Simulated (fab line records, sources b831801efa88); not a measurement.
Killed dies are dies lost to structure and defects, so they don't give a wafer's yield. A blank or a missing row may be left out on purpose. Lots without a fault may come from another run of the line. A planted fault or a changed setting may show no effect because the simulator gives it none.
Which tool did it? | flow gf180mcu | 12 lots, 36 wafers sampled, at 1 step of a route of 602

WHAT THE GAUGES READ, wafer by wafer
GF_DNWELL_TW_MEAS_09.
lot  | measured    | on            | DNWELL_TW
L075 | day 3 01:34 | film_metro-04 | 1335 1335 1329
L077 | day 3 11:31 | film_metro-04 | 1341 1345 1338
L079 | day 3 21:55 | film_metro-04 | 1353 1359 1346
L081 | day 4 10:37 | film_metro-03 | 1351 1340 1337
L083 | day 4 20:22 | film_metro-02 | 1374 1360 1357
L085 | day 5 03:16 | film_metro-03 | 1342 1353 1351
L087 | day 5 16:40 | film_metro-04 | 1341 1344 1338
L089 | day 6 05:02 | film_metro-02 | 1373 1367 1372
L091 | day 6 15:05 | film_metro-03 | 1347 1347 1357
L093 | day 7 00:31 | film_metro-02 | 1350 1360 1363
L095 | day 7 11:34 | film_metro-03 | 1347 1346 1339
L097 | day 7 22:13 | film_metro-04 | 1363 1362 1360

WHICH TOOL RAN EACH LOT (tool, then ch and the chambers of the sampled wafers, then the start)
The record holds no process step before these readings.

THE ANSWER, worked out from the rows above alone
Rule: what is usual is taken from the lots themselves. Put in order of their means at a reading, lots are off if they are a third of the lots or fewer, leave a main group of 4 or more, and stand apart from it by a gap of 3 or more times the standard deviation of the main group's means; of several such gaps the widest counts. A main group whose means are all the same, to the digits that the tables above print for the reading, isn't used. A lot without any number at a reading at which 4 lots or more have one is off too. The other lots that the step has rows for count as sound.
No lot is off at any reading shown: from this, nothing can be told.

WHAT THE SIMULATOR HAD PUT IN
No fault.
